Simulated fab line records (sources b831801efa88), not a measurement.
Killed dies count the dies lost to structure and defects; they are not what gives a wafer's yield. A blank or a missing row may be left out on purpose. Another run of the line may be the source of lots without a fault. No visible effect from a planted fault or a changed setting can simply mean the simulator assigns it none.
2 desks looking at one fault + flow sky130 + each desk has only its own numbers; what lay behind them comes last

METROLOGY DESK
What the gauges read, lot by lot, whatever tool the lot ran on: means of the sampled wafers that have a number. A lot is out of limits, marked OUT, if its mean lies more than 4 standard deviations from the usual mean; the brackets give that distance.
Columns: A = VT_ADJUST_PCH_TW at SKY_VT_ADJUST_PCH_TW_MEAS_10, usual 142.0; B = SONOS_ONO_CVD_04_THK at SKY_SONOS_ONO_THK_MEAS_05, usual 5.68 nm
| lot  | first seen here | A     | B               |
|------|-----------------|-------|-----------------|
| L518 | day 10 03:28    | 140.2 | 5.64            |
| L519 | day 10 17:36    | 143.2 | 5.57            |
| L520 | day 10 22:24    | 140.2 | 5.82            |
| L523 | day 11 23:59    | 142.8 | 5.77            |
| L525 | day 12 14:44    | 142.7 | 5.74            |
| L526 | day 12 21:39    | 139.8 | 5.72            |
| L529 | day 13 20:26    | 142.1 | 6.23 (+5.5) OUT |
| L530 | day 14 04:57    | 140.8 | 6.13 (+4.5) OUT |
| L539 | day 17 00:11    | 141.1 | 5.56            |
| L540 | day 17 05:38    | 141.8 | 5.60            |
| L541 | day 17 11:01    | 142.2 | 5.73            |
This desk's result: L529, L530 out of limits, first on L529 (SONOS_ONO_CVD_04_THK at SKY_SONOS_ONO_THK_MEAS_05), day 15 04:01. L518, L519, L520, L523, L525, L526, L539, L540, L541 stayed within limits.

THE TOOL OWNER'S DESK: lpcvd-03
The tool's own readings at SKY_SONOS_ONO_CVD_04 (deposits SiO2 from SiH4/N2O, target thk 5.7199 nm): means of the sampled wafers that have a number, for each lot that ran on this tool. A lot is out of limits, marked OUT, if its mean lies more than 4 standard deviations from the usual mean; the brackets give that distance.
Columns: A = pressureMtorr at SKY_SONOS_ONO_CVD_04, usual 400.1 mTorr; B = zonePowerLowerPct at SKY_SONOS_ONO_CVD_04, usual 17.6 %
| lot  | first seen here | A               | B    |
|------|-----------------|-----------------|------|
| L518 | day 11 06:53    | 399.6           | 20.1 |
| L519 | day 11 22:37    | 400.4           | 20.3 |
| L520 | day 12 01:54    | 400.7           | 20.3 |
| L523 | day 13 04:39    | 399.8           | 15.1 |
| L525 | day 13 18:47    | 398.6           | 15.1 |
| L526 | day 14 05:37    | 400.3           | 20.0 |
| L529 | day 15 02:08    | 480.6 (+95) OUT | 20.1 |
| L530 | day 15 11:20    | 480.2 (+94) OUT | 20.2 |
| L539 | day 18 10:18    | 400.0           | 14.9 |
| L540 | day 18 15:51    | 400.8           | 20.1 |
| L541 | day 18 22:59    | 399.3           | 15.0 |
This desk's finding: out of limits on L529, L530; first on L529, day 15 02:08 (pressureMtorr at SKY_SONOS_ONO_CVD_04). L518, L519, L520, L523, L525, L526, L539, L540, L541 stayed within limits.

PUT TOGETHER
An alarm could have come from the tool owner's desk at day 15 02:08, on L529, L530.
On L529, L530, the metrology desk was in a position to raise an alarm at day 15 04:01.
SKY_SONOS_ONO_CVD_04 was run on lpcvd-03 by each of the lots named.

WHAT WAS PUT IN BY THE SIMULATOR
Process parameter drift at SKY_SONOS_ONO_CVD_04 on lpcvd-03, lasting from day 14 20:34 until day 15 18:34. The setting pressureMtorr was moved by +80, starting from 400.
Lots struck among those shown: L529, L530.
Counting hours from when the fault started, the first reading out of limits came at 6 for the tool owner's desk and at 7 for the metrology desk.
